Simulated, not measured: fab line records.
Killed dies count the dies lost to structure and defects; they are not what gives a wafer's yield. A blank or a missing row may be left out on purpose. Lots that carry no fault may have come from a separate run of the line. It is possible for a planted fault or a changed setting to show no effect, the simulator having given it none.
fab line records	flow sky130
[record] lots = 13	wafers = 39	last_day = 50
route steps=708 shown CONTACT@406 PAD_OPEN@708
lots that met no fault: from a run of the same line without faults
start_h: hours from the record's first day to the start of the lot's first wafer shown	wait_h: hours since the lot's step before	" unchanged from the row above	L1.1+2: a row that stands for several wafers	- value missing, or start not given	* or withheld: withheld	< > ~ a bound
route shown NAME@n: a module of which the file shows steps, and the number in the route of the first	usual: mean/standard deviation taken from wafers without a fault	same: alike in all rows	chamber/n: place in a boat	sites: the reading at each site	_std_site: standard deviation across them	_edge_site: outer sites' mean less inner sites'	radius_mm: for every site, how far away it sits from the centre of the wafer	mask NAME#n: copy n	behind: the tool/chamber that last shaped the wafer	hold: reason for holding the lot/hours on hold/outcome of the hold	device: transistor that didn't switch, given as n, p or np	end of line: tests of these same wafers at the route's end	where a step has no rows: the recipe by itself	killed: not the wafer's yield, but the dies lost to structure and defects at the first sort	map: per-die view of a wafer (x killed, . not killed, _ where there is no die)
set.NAME: the run value of the setting; set.NAME@STEP: its run value at that earlier step	model.NAME: the simulator's own value behind a step, which no gauge read
one table for each step of the route and one row for each wafer, over a sample of lots
services: a tool's chamber out of use, with start hour (start_h, from the record's first day; less than 0 if before it), hours out, and reason
[[steps]]
[step SKY_CONTACT_CVD_00]
[recipe] material = Si3N4	target_thk_nm = 75	temp_c = 400	time_s = withheld	rf_w = 450
[usual] heater_power_w = 675/140
lot.wafer	tool	chamber	start_h	wait_h	heater_power_w
L113.1	pecvd-02	1	723.07	0.0	515
L113.2	"	0	"	"	836
L113.3	"	2	"	"	738
L114.1	pecvd-02	1	727.03	0.0	589
L114.2	"	2	"	"	648
L114.4	"	1	"	"	602
L115.3	pecvd-04	2	731.31	0.0	857
L115.5	"	1	"	"	766
L115.6	"	2	"	"	872
L117.2	pecvd-04	0	745.40	0.0	482
L117.4	"	1	"	"	834
L117.5	"	0	"	"	490
L116.1	pecvd-01	1	755.91	0.0	611
L116.3	"	0	"	"	905
L116.4	"	1	"	"	622
L119.1	pecvd-02	2	776.38	0.0	688
L119.3	"	1	"	"	582
L119.6	"	2	"	"	707
L120.1	pecvd-04	1	787.68	0.0	742
L120.4	"	0	"	"	496
L120.5	"	2	"	"	845
L127.1	pecvd-02	1	818.99	0.0	514
L127.4	"	1	"	"	499
L127.5	"	2	"	"	620
L129.1	pecvd-01	2	840.90	0.0	531
L129.2	"	1	"	"	685
L129.4	"	2	"	"	525
L131.2	pecvd-04	2	851.20	0.0	870
L131.3	"	1	"	"	800
L131.6	"	2	"	"	705
L132.3	pecvd-02	1	855.49	0.0	472
L132.5	"	0	"	"	783
L132.6	"	1	"	"	482
L133.2	pecvd-02	0	861.92	0.0	843
L133.3	"	2	"	"	667
L133.6	"	2	"	"	662
L134.1	pecvd-04	2	869.79	0.0	829
L134.3	"	1	"	"	743
L134.5	"	1	"	"	763
[step SKY_CONTACT_CD_MEAS_14]
[recipe] target_cd_nm = 170
[usual] cd_nm = 170.4/1.2
lot.wafer	tool	chamber	start_h	wait_h	cd_nm
L113.1	cd_sem-01	-	751.01	-	169.7
L113.2	"	-	"	"	169.8
L113.3	"	-	"	"	170.0
L114.1	cd_sem-02	-	754.10	-	170.7
L114.2	"	-	"	"	168.9
L114.4	"	-	"	"	170.1
L115.3	cd_sem-01	-	758.90	-	170.9
L115.5	"	-	"	"	171.6
L115.6	"	-	"	"	170.4
L117.2	cd_sem-02	-	772.63	-	171.6
L117.4	"	-	"	"	170.6
L117.5	"	-	"	"	170.9
L116.1	cd_sem-01	-	783.16	-	170.7
L116.3	"	-	"	"	171.4
L116.4	"	-	"	"	169.5
L119.1	cd_sem-02	-	803.06	-	168.7
L119.3	"	-	"	"	169.0
L119.6	"	-	"	"	169.2
L120.1	cd_sem-01	-	813.06	-	168.4
L120.4	"	-	"	"	169.4
L120.5	"	-	"	"	168.1
L127.1	cd_sem-02	-	846.03	-	169.8
L127.4	"	-	"	"	168.4
L127.5	"	-	"	"	170.5
L129.1	cd_sem-01	-	867.50	-	169.5
L129.2	"	-	"	"	168.7
L129.4	"	-	"	"	171.8
L131.2	cd_sem-01	-	877.23	-	168.0
L131.3	"	-	"	"	168.0
L131.6	"	-	"	"	169.1
L132.3	cd_sem-02	-	882.40	-	169.7
L132.5	"	-	"	"	168.9
L132.6	"	-	"	"	172.5
L133.2	cd_sem-02	-	887.87	-	170.2
L133.3	"	-	"	"	170.7
L133.6	"	-	"	"	170.5
L134.1	cd_sem-01	-	896.45	-	171.6
L134.3	"	-	"	"	171.6
L134.5	"	-	"	"	172.2
[step SKY_CONTACT_STRIP_19]
[recipe] chemistry = O2/N2	power_w = 1400	pressure_mtorr = 1500	platen_temp_c = withheld	o2_flow_sccm = 3000	n2_flow_sccm = 300	overash_fraction = 0.5
[usual] drypump_motor_current_A = 5.6/0.41	oes_product_au = 0.380/0.0049	strip_time_to_endpoint_s = 3.61/0.036
lot.wafer	tool	chamber	start_h	wait_h	drypump_motor_current_A	oes_product_au	rf_hours_counter_h	strip_time_to_endpoint_s
L113.1	plasma_asher-02	0	751.30	-	6.2	0.385	32	3.61
L113.2	"	1	"	"	5.4	0.386	32	3.65
L113.3	"	0	"	"	6.3	0.377	-	3.65
L114.1	plasma_asher-02	0	754.39	-	6.3	0.372	32	3.54
L114.2	"	1	"	"	5.4	0.374	32	3.59
L114.4	"	1	"	"	5.4	0.387	-	3.59
L115.3	plasma_asher-02	0	759.19	-	6.2	0.386	-	3.63
L115.5	"	0	"	"	6.2	0.372	-	3.61
L115.6	"	1	"	"	5.4	0.385	-	3.61
L117.2	plasma_asher-02	1	772.90	-	5.4	0.384	34	3.57
L117.4	"	1	"	"	5.4	0.377	-	3.62
L117.5	"	1	"	"	5.4	0.377	-	3.62
L116.1	plasma_asher-04	0	783.45	-	5.8	0.378	64	3.62
L116.3	"	0	"	"	5.8	0.382	-	3.60
L116.4	"	1	"	"	5.3	0.387	-	3.60
L119.1	plasma_asher-02	1	803.35	-	5.5	0.376	37	3.63
L119.3	"	0	"	"	6.2	0.380	-	3.64
L119.6	"	1	"	"	5.4	0.379	-	3.60
L120.1	plasma_asher-04	1	813.35	-	5.3	0.379	67	3.66
L120.4	"	0	"	"	5.8	0.386	-	3.64
L120.5	"	0	"	"	5.8	0.386	-	3.69
L127.1	plasma_asher-04	0	846.32	-	5.8	0.377	71	3.63
L127.4	"	1	"	"	5.3	0.377	-	3.65
L127.5	"	0	"	"	5.8	0.382	-	3.61
L129.1	plasma_asher-03	1	867.79	-	5.8	0.374	101	3.57
L129.2	"	0	"	"	4.9	0.383	101	3.64
L129.4	"	0	"	"	5.0	0.378	-	3.60
L131.2	plasma_asher-03	1	877.57	-	5.9	0.382	103	3.61
L131.3	"	1	"	"	5.8	0.381	-	3.59
L131.6	"	0	"	"	5.0	0.380	-	3.66
L132.3	plasma_asher-03	1	882.69	-	5.9	0.372	-	3.62
L132.5	"	1	"	"	5.8	0.381	-	3.60
L132.6	"	0	"	"	5.0	0.386	-	3.66
L133.2	plasma_asher-02	0	888.14	-	6.2	0.377	45	3.62
L133.3	"	0	"	"	6.2	0.386	-	3.61
L133.6	"	1	"	"	5.4	0.380	-	3.65
L134.1	plasma_asher-02	0	896.74	-	6.2	0.376	46	3.61
L134.3	"	0	"	"	6.2	0.378	-	3.68
L134.5	"	0	"	"	6.2	0.369	-	3.62
[step SKY_CONTACT_CMP_27]
[recipe] stop_on = SiO2	t_overpolish_s = 15	down_force_psi = 3.5	platen_rpm = 60	target_thk_nm = 0	pad_velocity_m_s = 0.94248
[usual] edge_zone_pressure_frac = 1.000/0.0048	head_pressure_psi = 3.501/0.0073	motor_current_A = 11.0/0.93	overpolish_run_s = 15.001/0.0092	retaining_ring_pressure_frac = 1.001/0.0049	time_to_endpoint_s = 82/3.8
lot.wafer	tool	chamber	start_h	wait_h	edge_zone_pressure_frac	head_pressure_psi	motor_current_A	overpolish_run_s	retaining_ring_pressure_frac	time_to_endpoint_s
L113.2	cmp-01	2	752.24	0.0	1.000	3.492	10.2	15.007	0.992	85
L113.1	"	3	"	"	0.999	3.512	10.0	14.992	0.999	79
L113.3	"	1	"	"	0.990	3.501	10.2	15.014	1.003	82
L114.1	cmp-01	2	755.33	0.1	0.999	3.508	10.2	14.994	1.003	80
L114.2	"	3	"	"	1.000	3.492	9.5	14.998	1.009	81
L114.4	"	0	"	"	1.004	3.488	12.1	15.011	0.997	83
L115.3	cmp-02	2	760.48	0.4	0.997	3.486	11.6	15.006	1.005	80
L115.5	"	3	"	"	0.998	3.494	11.1	15.003	1.002	82
L115.6	"	0	"	"	1.011	3.509	10.8	14.980	0.996	76
L117.4	cmp-01	1	773.92	0.0	1.002	3.505	9.9	14.993	1.003	85
L117.2	"	2	"	"	0.991	3.490	10.8	14.989	1.003	80
L117.5	"	2	"	"	1.005	3.501	10.2	15.003	0.995	77
L116.4	cmp-01	1	784.53	0.0	0.990	3.501	9.9	15.003	0.998	89
L116.3	"	3	"	"	1.002	3.499	10.2	14.999	0.993	85
L116.1	"	0	"	"	0.999	3.501	11.7	15.000	1.000	87
L119.1	cmp-01	2	804.30	0.1	-	-	-	-	-	-
L119.3	"	0	"	"	-	-	-	-	-	-
L119.6	"	2	"	"	-	-	-	-	-	-
L120.1	cmp-02	1	814.35	0.1	-	-	-	-	-	-
L120.4	"	3	"	"	-	-	-	-	-	-
L120.5	"	0	"	"	-	-	-	-	-	-
L127.4	cmp-01	1	847.32	0.1	0.998	3.504	9.4	14.998	1.005	84
L127.1	"	2	"	"	0.998	3.494	10.3	14.995	0.993	82
L127.5	"	1	"	"	1.003	3.510	9.4	14.985	1.003	82
L129.1	cmp-02	1	868.80	0.1	1.004	3.511	11.8	14.995	0.999	75
L129.2	"	2	"	"	0.992	3.497	12.1	15.004	0.996	84
L129.4	"	3	"	"	1.005	3.487	10.5	14.999	0.995	82
L131.2	cmp-01	3	878.51	0.0	1.010	3.502	10.2	14.997	0.999	81
L131.3	"	2	"	"	1.003	3.515	9.8	15.010	1.008	86
L131.6	"	3	"	"	1.006	3.507	9.9	15.000	1.004	83
L132.3	cmp-01	1	883.65	0.1	0.998	3.499	10.2	15.011	1.006	90
L132.5	"	0	"	"	1.008	3.491	11.9	15.003	1.003	86
L132.6	"	1	"	"	0.990	3.497	9.9	14.994	1.000	88
L133.3	cmp-02	2	889.18	0.1	1.007	3.493	12.2	14.993	0.996	86
L133.2	"	3	"	"	1.000	3.506	11.8	14.990	1.007	79
L133.6	"	0	"	"	0.997	3.510	10.9	14.997	1.006	83
L134.3	cmp-02	0	897.73	0.1	1.002	3.490	11.0	14.999	1.009	77
L134.1	"	1	"	"	1.003	3.503	11.7	15.003	1.006	77
L134.5	"	3	"	"	1.001	3.494	11.3	15.010	0.992	81
[step SKY_PAD_OPEN_PROBE_99]
[usual] killed_at_M0_to_M3 = 43/6.8	killed_at_M4_up = 3.2/1.8	killed_at_contacts = 24/6.2	killed_at_front_end = 15/4.7	killed_at_other = 0.4/0.63	killed_dies = 86/9.6	killed_on_rim = 17/3.9	killed_open = 47/6.9	killed_short = 39/6.3
[same] gross_dies = 492	killed_at_back_side = 0
lot.wafer	tool	chamber	start_h	wait_h	killed_at_M0_to_M3	killed_at_M4_up	killed_at_contacts	killed_at_front_end	killed_at_other	killed_dies	killed_on_rim	killed_open	killed_short
L113.1	prober-02	-	1080.48	0.1	41	2	27	16	0	86	22	51	34
L113.2	prober-02	-	1080.53	0.1	51	4	22	22	0	99	24	58	41
L113.3	prober-02	-	1080.58	0.2	39	1	27	18	0	85	15	50	34
L114.1	prober-01	-	1087.86	0.1	28	3	34	19	0	84	20	48	35
L114.2	prober-01	-	1087.91	0.1	61	3	24	13	1	102	24	54	45
L114.4	prober-01	-	1088.01	0.2	43	6	32	22	2	105	16	55	48
L115.3	prober-02	-	1091.11	0.2	47	0	17	8	1	73	9	45	28
L115.5	prober-02	-	1091.21	0.2	41	2	26	5	0	74	19	49	25
L115.6	prober-02	-	1091.26	0.2	49	0	21	8	1	79	21	43	35
L117.2	prober-01	-	1099.54	0.1	45	5	23	20	0	93	22	46	46
L117.4	prober-01	-	1099.64	0.2	36	4	33	13	0	86	13	49	37
L117.5	prober-01	-	1099.69	0.2	38	0	25	14	0	77	16	46	31
L116.1	prober-02	-	1112.03	0.1	46	2	29	13	1	91	19	49	40
L116.3	prober-02	-	1112.13	0.2	51	3	15	15	0	84	17	47	37
L116.4	prober-02	-	1112.18	0.2	36	5	30	22	0	93	21	52	40
L119.1	prober-02	-	1120.63	0.1	38	5	436	13	0	492	96	41	49
L119.3	prober-02	-	1120.73	0.2	37	2	437	15	1	492	96	41	47
L119.6	prober-02	-	1120.88	0.2	44	7	421	19	1	492	96	47	44
L120.1	prober-01	-	1131.72	0.1	41	5	428	18	0	492	96	56	39
L120.4	prober-01	-	1131.87	0.2	37	7	430	18	0	492	96	40	39
L120.5	prober-01	-	1131.92	0.2	38	1	442	11	0	492	96	42	47
L127.1	prober-01	-	1157.62	0.1	37	0	20	17	0	74	12	42	29
L127.4	prober-01	-	1157.77	0.2	46	0	30	12	0	88	16	49	38
L127.5	prober-01	-	1157.82	0.2	36	2	24	12	0	74	17	31	42
L129.1	prober-02	-	1174.58	0.1	40	2	24	22	0	88	27	41	47
L129.2	prober-02	-	1174.63	0.1	39	5	24	13	0	81	16	40	41
L129.4	prober-02	-	1174.73	0.2	40	8	41	7	0	96	19	46	50
L131.2	prober-02	-	1178.13	0.1	46	4	30	13	0	93	18	56	37
L131.3	prober-02	-	1178.18	0.2	54	2	20	26	1	103	17	60	43
L131.6	prober-02	-	1178.33	0.2	42	2	19	20	0	83	18	48	35
L132.3	prober-01	-	1178.96	0.2	39	3	9	14	1	66	15	30	34
L132.5	prober-01	-	1179.06	0.2	38	4	29	19	0	90	20	44	45
L132.6	prober-01	-	1179.11	0.2	46	3	32	11	0	92	22	53	37
L133.2	prober-02	-	1185.06	0.1	43	3	29	15	1	91	23	40	51
L133.3	prober-02	-	1185.11	0.2	60	5	28	10	0	103	17	64	39
L133.6	prober-02	-	1185.26	0.2	42	5	24	11	0	82	18	42	40
L134.1	prober-01	-	1191.73	0.1	32	1	24	13	0	70	16	39	31
L134.3	prober-01	-	1191.83	0.2	42	4	33	9	0	88	10	46	42
L134.5	prober-01	-	1191.93	0.2	31	5	26	11	1	74	20	43	30
// killed by level:class
L113.1 LI_CONTACT:geometric_particle:open=11 CONTACT:geometric_particle:open=10 METAL1:geometric_particle:short=8 VIA1:geometric_particle:open=8 VIA2:geometric_particle:open=8 FIELD_ISO:geometric_particle:open=4 FIELD_ISO:geometric_particle:short=4 VIA1:geometric_particle:short=4
L113.2 VIA1:geometric_particle:open=17 LI_CONTACT:geometric_particle:open=11 VIA1:geometric_particle:short=9 METAL2:geometric_particle:short=7 FIELD_ISO:geometric_particle:short=6 CONTACT:geometric_particle:open=6 VIA2:geometric_particle:open=6 POLY_GATE:geometric_particle:open=5
L113.3 CONTACT:geometric_particle:open=14 VIA1:geometric_particle:open=11 POLY_GATE:geometric_particle:open=5 LI_CONTACT:geometric_particle:open=5 VIA1:geometric_particle:short=5 VIA2:geometric_particle:open=5 METAL2:geometric_particle:short=5 FIELD_ISO:geometric_particle:short=4
L114.1 CONTACT:geometric_particle:open=12 LI_CONTACT:geometric_particle:open=10 POLY_GATE:geometric_particle:open=7 VIA3:geometric_particle:open=7 FIELD_ISO:geometric_particle:short=6 CONTACT:geometric_particle:short=6 METAL2:geometric_particle:short=5 VIA1:geometric_particle:short=4
L114.2 VIA3:geometric_particle:open=12 VIA1:geometric_particle:open=11 CONTACT:geometric_particle:open=8 VIA1:geometric_particle:short=7 VIA2:geometric_particle:short=7 LI_CONTACT:geometric_particle:open=6 METAL2:geometric_particle:short=5 VIA2:geometric_particle:open=5
L114.4 VIA1:geometric_particle:open=12 CONTACT:geometric_particle:open=11 CONTACT:geometric_particle:short=8 POLY_GATE:geometric_particle:open=7 FIELD_ISO:geometric_particle:short=5 POLY_GATE:geometric_particle:short=5 VIA3:geometric_particle:open=5 LI_CONTACT:geometric_particle:open=5
L115.3 VIA1:geometric_particle:open=15 LI_CONTACT:geometric_particle:open=6 CONTACT:geometric_particle:open=6 VIA2:geometric_particle:open=5 METAL2:geometric_particle:short=5 METAL1:geometric_particle:short=4 VIA3:geometric_particle:open=4 VIA1:geometric_particle:short=3
L115.5 LI_CONTACT:geometric_particle:open=11 VIA1:geometric_particle:open=9 VIA3:geometric_particle:open=9 CONTACT:geometric_particle:open=8 VIA1:geometric_particle:short=6 VIA2:geometric_particle:open=5 LI_CONTACT:geometric_particle:short=3 METAL1:geometric_particle:open=3
L115.6 VIA1:geometric_particle:open=15 VIA2:geometric_particle:open=7 LOCAL_INTERCONNECT:geometric_particle:short=6 VIA3:geometric_particle:open=6 METAL2:geometric_particle:short=5 LI_CONTACT:geometric_particle:open=4 CONTACT:geometric_particle:short=4 CONTACT:geometric_particle:open=4
L117.2 METAL2:geometric_particle:short=12 VIA2:geometric_particle:open=9 LI_CONTACT:geometric_particle:open=8 VIA1:geometric_particle:open=7 POLY_GATE:geometric_particle:open=6 POLY_GATE:geometric_particle:short=6 LOCAL_INTERCONNECT:geometric_particle:short=6 CONTACT:geometric_particle:open=4
L117.4 CONTACT:geometric_particle:open=12 VIA1:geometric_particle:open=10 LOCAL_INTERCONNECT:geometric_particle:short=8 VIA3:geometric_particle:open=6 LI_CONTACT:geometric_particle:open=5 CONTACT:geometric_particle:short=5 VIA2:geometric_particle:open=5 METAL2:geometric_particle:short=4
L117.5 CONTACT:geometric_particle:open=12 VIA1:geometric_particle:open=12 VIA3:geometric_particle:open=7 METAL2:geometric_particle:short=6 LOCAL_INTERCONNECT:geometric_particle:short=5 VIA2:geometric_particle:open=4 FIELD_ISO:geometric_particle:open=3 FIELD_ISO:geometric_particle:short=3
L116.1 VIA1:geometric_particle:open=15 CONTACT:geometric_particle:open=9 LI_CONTACT:geometric_particle:open=8 METAL1:geometric_particle:short=8 CONTACT:geometric_particle:short=5 VIA1:geometric_particle:short=4 METAL2:geometric_particle:short=4 VIA2:geometric_particle:short=4
L116.3 VIA3:geometric_particle:open=9 METAL2:geometric_particle:short=7 CONTACT:geometric_particle:open=6 VIA1:geometric_particle:open=6 VIA2:geometric_particle:open=6 FIELD_ISO:geometric_particle:open=5 LI_CONTACT:geometric_particle:open=5 VIA1:geometric_particle:short=5
L116.4 CONTACT:geometric_particle:open=12 VIA1:geometric_particle:open=9 POLY_GATE:geometric_particle:open=6 METAL2:geometric_particle:short=5 CONTACT:geometric_particle:short=5 LI_CONTACT:geometric_particle:open=5 POLY_GATE:geometric_particle:short=4 VIA4:geometric_particle:open=4
L119.1 CONTACT:area_cmp=402 CONTACT:geometric_particle:open=10 CONTACT:geometric_particle:short=7 LI_CONTACT:geometric_particle:open=7 LOCAL_INTERCONNECT:geometric_particle:short=7 METAL2:geometric_particle:short=7 VIA1:geometric_particle:short=7 VIA1:geometric_particle:open=7
L119.3 CONTACT:area_cmp=403 CONTACT:geometric_particle:short=9 CONTACT:geometric_particle:open=9 LOCAL_INTERCONNECT:geometric_particle:short=8 LI_CONTACT:geometric_particle:open=7 VIA2:geometric_particle:open=7 FIELD_ISO:geometric_particle:short=5 METAL2:geometric_particle:short=5
L119.6 CONTACT:area_cmp=400 VIA1:geometric_particle:open=10 VIA1:geometric_particle:short=9 LI_CONTACT:geometric_particle:open=8 CONTACT:geometric_particle:open=8 METAL4:geometric_particle:short=7 VIA3:geometric_particle:open=6 FIELD_ISO:geometric_particle:short=5
L120.1 CONTACT:area_cmp=395 LI_CONTACT:geometric_particle:open=14 VIA3:geometric_particle:open=9 CONTACT:geometric_particle:open=8 FIELD_ISO:geometric_particle:short=7 VIA1:geometric_particle:open=7 LI_CONTACT:geometric_particle:short=5 VIA2:geometric_particle:open=5
L120.4 CONTACT:area_cmp=412 CONTACT:geometric_particle:open=8 VIA1:geometric_particle:open=7 VIA3:geometric_particle:open=7 METAL4:geometric_particle:short=7 LI_CONTACT:geometric_particle:short=6 VIA2:geometric_particle:open=5 FIELD_ISO:geometric_particle:short=4
L120.5 CONTACT:area_cmp=401 CONTACT:geometric_particle:open=14 LOCAL_INTERCONNECT:geometric_particle:short=11 METAL2:geometric_particle:short=9 LI_CONTACT:geometric_particle:open=7 VIA1:geometric_particle:open=6 VIA2:geometric_particle:short=6 LI_CONTACT:geometric_particle:short=5
L127.1 VIA1:geometric_particle:open=11 CONTACT:geometric_particle:short=7 LI_CONTACT:geometric_particle:open=6 VIA2:geometric_particle:open=6 METAL2:geometric_particle:short=5 POLY_GATE:geometric_particle:open=4 CONTACT:geometric_particle:open=4 FIELD_ISO:geometric_particle:short=3
L127.4 CONTACT:geometric_particle:open=16 VIA1:geometric_particle:open=11 METAL2:geometric_particle:short=7 METAL3:geometric_particle:short=6 VIA3:geometric_particle:open=6 LI_CONTACT:geometric_particle:open=5 VIA2:geometric_particle:open=5 LOCAL_INTERCONNECT:geometric_particle:short=4
L127.5 CONTACT:geometric_particle:open=8 VIA1:geometric_particle:open=7 VIA2:geometric_particle:short=5 LOCAL_INTERCONNECT:geometric_particle:short=5 METAL1:geometric_particle:short=5 METAL2:geometric_particle:short=5 FIELD_ISO:geometric_particle:short=4 POLY_GATE:geometric_particle:short=4
L129.1 VIA1:geometric_particle:open=15 VIA1:geometric_particle:short=8 FIELD_ISO:geometric_particle:short=7 CONTACT:geometric_particle:open=6 METAL1:geometric_particle:short=6 POLY_GATE:geometric_particle:short=5 LI_CONTACT:geometric_particle:open=5 POLY_GATE:geometric_particle:open=4
L129.2 VIA1:geometric_particle:open=11 VIA1:geometric_particle:short=8 CONTACT:geometric_particle:open=7 LI_CONTACT:geometric_particle:open=6 METAL2:geometric_particle:short=6 POLY_GATE:geometric_particle:open=5 METAL4:geometric_particle:short=5 FIELD_ISO:geometric_particle:short=4
L129.4 CONTACT:geometric_particle:open=13 VIA1:geometric_particle:open=12 LI_CONTACT:geometric_particle:open=11 METAL4:geometric_particle:short=8 CONTACT:geometric_particle:short=7 METAL2:geometric_particle:short=6 LOCAL_INTERCONNECT:geometric_particle:short=6 METAL1:geometric_particle:short=5
L131.2 VIA1:geometric_particle:open=12 CONTACT:geometric_particle:open=11 LI_CONTACT:geometric_particle:open=9 VIA2:geometric_particle:open=7 VIA1:geometric_particle:short=7 CONTACT:geometric_particle:short=5 METAL1:geometric_particle:short=4 VIA3:geometric_particle:open=4
L131.3 VIA1:geometric_particle:open=13 LI_CONTACT:geometric_particle:open=10 VIA2:geometric_particle:open=9 FIELD_ISO:geometric_particle:open=7 POLY_GATE:geometric_particle:short=7 POLY_GATE:geometric_particle:open=6 METAL1:geometric_particle:short=6 METAL3:geometric_particle:short=6
L131.6 FIELD_ISO:geometric_particle:open=8 VIA1:geometric_particle:open=8 VIA2:geometric_particle:open=8 LI_CONTACT:geometric_particle:open=7 CONTACT:geometric_particle:open=6 VIA1:geometric_particle:short=6 METAL1:geometric_particle:short=5 POLY_GATE:geometric_particle:short=4
L132.3 VIA3:geometric_particle:open=8 VIA3:geometric_particle:short=5 VIA1:geometric_particle:open=5 METAL2:geometric_particle:short=4 CONTACT:geometric_particle:open=4 METAL1:geometric_particle:short=4 SPACER:geometric_particle:short=3 METAL3:geometric_particle:short=3
L132.5 CONTACT:geometric_particle:open=9 LOCAL_INTERCONNECT:geometric_particle:short=8 VIA2:geometric_particle:open=8 FIELD_ISO:geometric_particle:short=5 LI_CONTACT:geometric_particle:open=5 CONTACT:geometric_particle:short=5 VIA1:geometric_particle:open=5 METAL2:geometric_particle:short=5
L132.6 LI_CONTACT:geometric_particle:open=12 VIA1:geometric_particle:open=12 CONTACT:geometric_particle:open=11 VIA1:geometric_particle:short=7 METAL2:geometric_particle:short=6 VIA2:geometric_particle:open=6 CONTACT:geometric_particle:short=5 FIELD_ISO:geometric_particle:short=3
L133.2 CONTACT:geometric_particle:open=12 CONTACT:geometric_particle:short=8 METAL1:geometric_particle:short=8 METAL2:geometric_particle:short=8 FIELD_ISO:geometric_particle:short=5 VIA2:geometric_particle:open=5 POLY_GATE:geometric_particle:open=5 VIA3:geometric_particle:open=5
L133.3 VIA1:geometric_particle:open=13 CONTACT:geometric_particle:open=11 VIA3:geometric_particle:open=11 LI_CONTACT:geometric_particle:open=9 VIA2:geometric_particle:open=9 METAL1:geometric_particle:short=7 VIA3:geometric_particle:short=6 METAL2:geometric_particle:short=4
L133.6 VIA1:geometric_particle:open=9 CONTACT:geometric_particle:open=7 METAL2:geometric_particle:short=7 VIA2:geometric_particle:open=7 LOCAL_INTERCONNECT:geometric_particle:short=6 CONTACT:geometric_particle:short=5 VIA3:geometric_particle:open=4 LI_CONTACT:geometric_particle:open=4
L134.1 VIA1:geometric_particle:open=11 CONTACT:geometric_particle:open=9 FIELD_ISO:geometric_particle:open=5 LI_CONTACT:geometric_particle:open=5 CONTACT:geometric_particle:short=5 LI_CONTACT:geometric_particle:short=4 METAL1:geometric_particle:short=4 VIA1:geometric_particle:short=4
L134.3 LI_CONTACT:geometric_particle:open=12 VIA1:geometric_particle:open=8 CONTACT:geometric_particle:short=7 CONTACT:geometric_particle:open=7 METAL2:geometric_particle:short=6 VIA3:geometric_particle:open=6 VIA2:geometric_particle:open=5 LOCAL_INTERCONNECT:geometric_particle:short=4
L134.5 LI_CONTACT:geometric_particle:open=10 CONTACT:geometric_particle:open=7 POLY_GATE:geometric_particle:open=6 VIA2:geometric_particle:open=6 VIA1:geometric_particle:open=6 LI_CONTACT:geometric_particle:short=5 METAL1:geometric_particle:short=5 METAL4:geometric_particle:short=4
[[services]]
tool	chamber	start_h	hours	kind
cmp-02	-	711.72	8.9	repair
plasma_asher-03	-	711.82	4.6	repair
pecvd-01	1	726.13	2.1	scheduled_down
cmp-02	-	729.73	4.8	pm
pecvd-02	-	730.49	2.8	pm
cmp-01	-	757.05	4.0	pm
cmp-01	-	761.05	-	consumable_replace:conditioner
cmp-01	-	761.05	-	consumable_replace:pad
cmp-02	-	761.05	9.3	pm
pecvd-01	2	771.98	5.5	scheduled_down
pecvd-01	-	808.82	2.8	pm
pecvd-04	1	818.12	-	clean
pecvd-04	1	818.12	-	consumable_replace:showerhead
pecvd-04	1	818.12	29.0	scheduled_down
pecvd-04	1	818.12	29.0	vent_cycle
cmp-02	-	822.07	1.0	repair
pecvd-04	-	840.79	2.8	pm
pecvd-01	0	874.65	45.1	repair
plasma_asher-03	-	886.42	2.8	pm
pecvd-02	-	891.15	2.8	repair
pecvd-02	1	891.70	2.1	scheduled_down
cmp-01	-	892.20	5.7	pm
plasma_asher-04	-	895.30	5.5	repair
[[key]]
[first_sign] step = SKY_CONTACT_CMP_27	reading = tool_record	direction = missing
[effect] step = SKY_PAD_OPEN_PROBE_99	reading = killed_at_contacts	direction = up	sigmas = 66	usual = 24	struck = 432
[more_kills_born_at] SKY_CONTACT_CMP_27@cmp-02 = 1201	SKY_CONTACT_CMP_27@cmp-01 = 1197
met_at SKY_CONTACT_CMP_27
struck_lots L119,L120
later_rows_left_out L119.1,L119.3,L119.6,L120.1,L120.4,L120.5
tester_left_out L119,L120
not_acting_at SKY_CONTACT_CVD_00,SKY_CONTACT_CD_MEAS_14,SKY_CONTACT_STRIP_19
onset_between 784.53 804.30
[fault] kind = skipped_step_whole	tool = cmp-01,cmp-02	chamber = -	onset_h = 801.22	steps = SKY_CONTACT_CMP_27	scope = struck_lots_only
// tester_left_out: of these lots the tester's yield and bins aren't shown, on N5 and GAA mostly nor the transistor test; their killed dies are dies lost to structure and defects alone, not to doping, threshold or leakage, so they don't give the yield
// later_rows_left_out: the simulator's readings of these wafers behind a module that went badly wrong aren't trusted and aren't shown, but for the sort
